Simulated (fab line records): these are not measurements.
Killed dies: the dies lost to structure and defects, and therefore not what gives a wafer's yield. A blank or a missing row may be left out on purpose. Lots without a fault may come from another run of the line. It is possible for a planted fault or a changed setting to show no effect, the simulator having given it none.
Which tool was responsible?	flow gf180mcu	24 lots, 72 wafers sampled, at 5 steps of a route of 602

## WHAT THE GAUGES SHOWED, per wafer
GF_V3_THK_MEAS_03.
lot	measured	on	V3_CVD_02_THK (nm)
L074	day 21 10:01	film metro-02	837 854 855
L075	day 21 12:17	film metro-02	843 854 851
L076	day 21 21:43	film metro-03	845 847 857
L077	day 22 16:49	film metro-04	833 843 839
L078	day 23 02:20	film metro-04	844 858 862
L080	day 23 20:53	film metro-02	856 866 869
L079	day 23 23:02	film metro-04	848 869 865
L082	day 24 09:26	film metro-02	858 871 861
L081	day 24 10:56	film metro-03	863 850 862
L083	day 24 18:54	film metro-02	852 859 859
L084	day 25 04:54	film metro-04	843 858 854
L085	day 25 13:20	film metro-04	843 874 856
L086	day 25 14:52	film metro-03	867 877 874
L087	day 26 03:50	film metro-03	832 842 838
L088	day 26 04:50	film metro-04	839 857 869
L089	day 26 13:31	film metro-04	855 861 862
L090	day 26 19:55	film metro-02	866 858 866
L091	day 26 22:07	film metro-04	832 841 852
L092	day 27 06:38	film metro-03	842 865 864
L093	day 27 17:15	film metro-02	838 863 856
L094	day 27 21:32	film metro-02	843 842 859
L095	day 28 04:20	film metro-02	844 862 863
L096	day 28 12:29	film metro-04	826 847 843
L097	day 28 20:43	film metro-03	850 870 867

GF_V3_THK_MEAS_25: measures by xrf.
lot	measured	on	V3_W_THK (nm)
L074	day 22 11:10	film metro-02	371 372 368
L075	day 22 13:11	film metro-03	370 357 372
L076	day 22 21:52	film metro-02	364 366 365
L077	day 23 17:29	film metro-03	380 369 381
L078	day 24 02:50	film metro-04	350 360 359
L080	day 24 20:28	film metro-03	370 361 364
L079	day 24 22:50	film metro-02	371 365 362
L082	day 25 08:38	film metro-03	367 363 366
L081	day 25 10:12	film metro-02	373 375 378
L083	day 25 17:29	film metro-04	363 367 369
L084	day 26 03:27	film metro-04	355 354 356
L085	day 26 10:48	film metro-04	361 361 359
L086	day 26 11:47	film metro-03	366 374 368
L087	day 26 23:08	film metro-03	370 382 377
L088	day 27 00:11	film metro-03	375 365 376
L089	day 27 10:44	film metro-03	362 380 371
L090	day 27 17:44	film metro-03	374 365 368
L091	day 27 19:34	film metro-02	358 362 353
L092	day 28 04:05	film metro-02	349 359 359
L093	day 28 14:52	film metro-03	365 363 360
L094	day 28 18:53	film metro-03	370 374 368
L095	day 29 01:01	film metro-02	364 370 367
L096	day 29 08:53	film metro-02	375 369 371
L097	day 29 17:22	film metro-04	362 365 368

GF_V4_OVL_MEAS_15.
lot	measured	on	V4_OVL (nm)
L074	day 24 10:32	overlay-02	10 2 -3
L075	day 24 12:26	overlay-02	4 8 14
L076	day 24 20:32	overlay-02	8 -2 -3
L077	day 25 15:05	overlay-01	6 1 12
L078	day 26 00:02	overlay-01	-5 -1 -1
L080	day 26 14:41	overlay-02	7 -5 6
L079	day 26 17:03	overlay-01	0 7 6
L082	day 27 01:46	overlay-01	6 2 8
L081	day 27 03:05	overlay-01	-1 8 5
L083	day 27 10:20	overlay-01	2 6 -4
L084	day 27 19:38	overlay-02	6 3 -4
L085	day 28 03:59	overlay-01	17 8 15
L086	day 28 04:48	overlay-02	9 5 -2
L087	day 28 16:41	overlay-01	10 12 0
L088	day 28 18:14	overlay-02	15 -1 3
L089	day 29 04:05	overlay-02	9 3 -3
L090	day 29 10:32	overlay-02	3 2 4
L091	day 29 12:20	overlay-02	4 -1 7
L092	day 29 19:47	overlay-01	11 12 4
L093	day 30 06:59	overlay-02	-4 -6 -1
L094	day 30 10:05	overlay-01	3 2 -7
L095	day 30 15:47	overlay-01	0 5 -2
L096	day 30 23:23	overlay-01	-10 0 -6
L097	day 31 07:41	overlay-02	8 2 10

## WHICH TOOL RAN EACH LOT (tool, then ch and the chambers of the sampled wafers, then the start)
lot	GF_V2_ETCH_17	GF_V3_SPUTTER_21
L074	rie diel-04 ch 1,2,3, day 21 10:01 or earlier	pvd sputter-04, day 22 10:50
L075	rie diel-02 ch 0,2,3, day 21 12:17 or earlier	pvd sputter-03, day 22 12:51
L076	rie diel-02 ch 0,2, day 21 21:43 or earlier	pvd sputter-02, day 22 21:32
L077	rie diel-04 ch 0,3, day 22 16:49 or earlier	pvd sputter-03, day 23 17:10
L078	rie diel-02 ch 0,1, day 23 02:20 or earlier	pvd sputter-02, day 24 02:23
L080	rie diel-02 ch 0,2,3, day 23 20:53 or earlier	pvd sputter-02, day 24 20:08
L079	rie diel-01 ch 1,2, day 23 23:02 or earlier	pvd sputter-03, day 24 22:29
L082	rie diel-04 ch 1,2, day 24 09:26 or earlier	pvd sputter-02, day 25 08:16
L081	rie diel-01 ch 0,1,3, day 24 10:56 or earlier	pvd sputter-02, day 25 09:52
L083	rie diel-02 ch 1,2,3, day 24 18:54 or earlier	pvd sputter-02, day 25 17:10
L084	rie diel-02 ch 0,1,2, day 25 04:54 or earlier	pvd sputter-03, day 26 03:07
L085	rie diel-01 ch 0,2,3, day 25 13:20 or earlier	pvd sputter-03, day 26 10:28
L086	rie diel-02 ch 1,3, day 25 14:52 or earlier	pvd sputter-03, day 26 11:26
L087	rie diel-01 ch 1,2, day 26 03:50 or earlier	pvd sputter-02, day 26 22:49
L088	rie diel-01 ch 2,3, day 26 04:50 or earlier	pvd sputter-03, day 26 23:52
L089	rie diel-01 ch 1,3, day 26 13:31 or earlier	pvd sputter-02, day 27 10:25
L090	rie diel-01 ch 0,1,2, day 26 19:55 or earlier	pvd sputter-02, day 27 17:25
L091	rie diel-01 ch 1,2,3, day 26 22:07 or earlier	pvd sputter-02, day 27 19:14
L092	rie diel-02 ch 1,2, day 27 06:38 or earlier	pvd sputter-02, day 28 03:46
L093	rie diel-02 ch 0,2, day 27 17:15 or earlier	pvd sputter-03, day 28 14:32
L094	rie diel-01 ch 0,1,3, day 27 21:32 or earlier	pvd sputter-03, day 28 18:34
L095	rie diel-04 ch 0,2,3, day 28 04:20 or earlier	pvd sputter-02, day 29 00:41
L096	rie diel-02 ch 0,2,3, day 28 12:29 or earlier	pvd sputter-02, day 29 08:34
L097	rie diel-02 ch 0,1,3, day 28 20:43 or earlier	pvd sputter-04, day 29 17:02
- GF_V2_ETCH_17: etches SiO2 in C4F8/O2/Ar, stops on TiN, target depth 630 nm.
- GF_V3_SPUTTER_21: material Ti, target thk 15 nm, time 80.02 s.

## WHAT THE TOOLS THEMSELVES READ (means of the sampled wafers that have a number; where no wafer has one, the mark that the record gives instead)
GF_V2_ETCH_17.
lot	tool	bias w (W)	oes product au (a.u.)
L074	rie diel-04	1199	0.858
L075	rie diel-02	1199	0.858
L076	rie diel-02	1198	0.857
L077	rie diel-04	1197	0.855
L078	rie diel-02	1195	0.862
L080	rie diel-02	1197	0.863
L079	rie diel-01	1199	0.858
L082	rie diel-04	1202	0.854
L081	rie diel-01	1202	0.859
L083	rie diel-02	1198	0.852
L084	rie diel-02	1198	0.855
L085	rie diel-01	1200	0.860
L086	rie diel-02	1201	0.862
L087	rie diel-01	1202	0.861
L088	rie diel-01	1203	0.861
L089	rie diel-01	1200	0.853
L090	rie diel-01	1198	0.856
L091	rie diel-01	1199	0.852
L092	rie diel-02	1201	0.860
L093	rie diel-02	1197	0.857
L094	rie diel-01	1205	0.854
L095	rie diel-04	1201	0.856
L096	rie diel-02	1203	0.856
L097	rie diel-02	1200	0.855

GF_V3_SPUTTER_21.
lot	tool	cathode dc power W (W)	chamber pressure pa (Pa)	substrate temp c (C)	throttle valve pct (%)
L074	pvd sputter-04	2499.7	5.010	199.92	30.1
L075	pvd sputter-03	2499.8	5.008	200.03	30.6
L076	pvd sputter-02	2500.2	4.986	199.94	30.7
L077	pvd sputter-03	2500.0	5.002	200.01	29.6
L078	pvd sputter-02	2500.1	5.006	200.10	31.1
L080	pvd sputter-02	2500.1	4.997	200.02	31.0
L079	pvd sputter-03	2500.4	4.996	199.92	29.3
L082	pvd sputter-02	2499.4	5.004	200.04	30.5
L081	pvd sputter-02	2499.4	5.003	200.24	30.5
L083	pvd sputter-02	2499.9	4.996	199.89	31.4
L084	pvd sputter-03	2500.2	4.995	200.26	30.7
L085	pvd sputter-03	2499.7	4.994	200.07	29.7
L086	pvd sputter-03	2499.6	5.002	199.96	29.1
L087	pvd sputter-02	2499.9	5.010	199.79	30.9
L088	pvd sputter-03	2499.4	5.010	199.95	30.3
L089	pvd sputter-02	2499.8	4.998	200.06	31.0
L090	pvd sputter-02	2499.9	4.997	199.94	30.5
L091	pvd sputter-02	2500.1	5.003	200.10	30.6
L092	pvd sputter-02	2500.0	4.993	199.91	30.3
L093	pvd sputter-03	2499.8	5.014	200.03	30.4
L094	pvd sputter-03	2500.1	4.990	200.03	29.9
L095	pvd sputter-02	2499.5	5.005	199.99	30.8
L096	pvd sputter-02	2499.7	5.012	200.07	30.5
L097	pvd sputter-04	2500.1	5.001	200.08	30.5

## THE ANSWER, worked out from the rows above alone
Rule: the lots themselves supply what counts as usual. Put in order of their means at a reading, lots are off if they are a third of the lots or fewer, leave a main group of 4 or more, and stand apart from it by a gap of 3 or more times the standard deviation of the main group's means; of several such gaps the widest counts. A main group is skipped when, at the precision printed for the reading in the tables above, its means are all equal. Also off: a lot with no number at a reading for which 4 or more lots have one. Any other lot the step has rows for is counted as sound. After the gauges, taken in route order, come the tools' own readings; for these a lot's mean is taken, as printed above. The first step at which some lot is off is used, and at that step the reading that is off furthest; a lot without a number counts as furthest.
No lot is off on any of the readings shown, so nothing can be concluded from this.

## WHAT THE SIMULATOR HAD INSERTED
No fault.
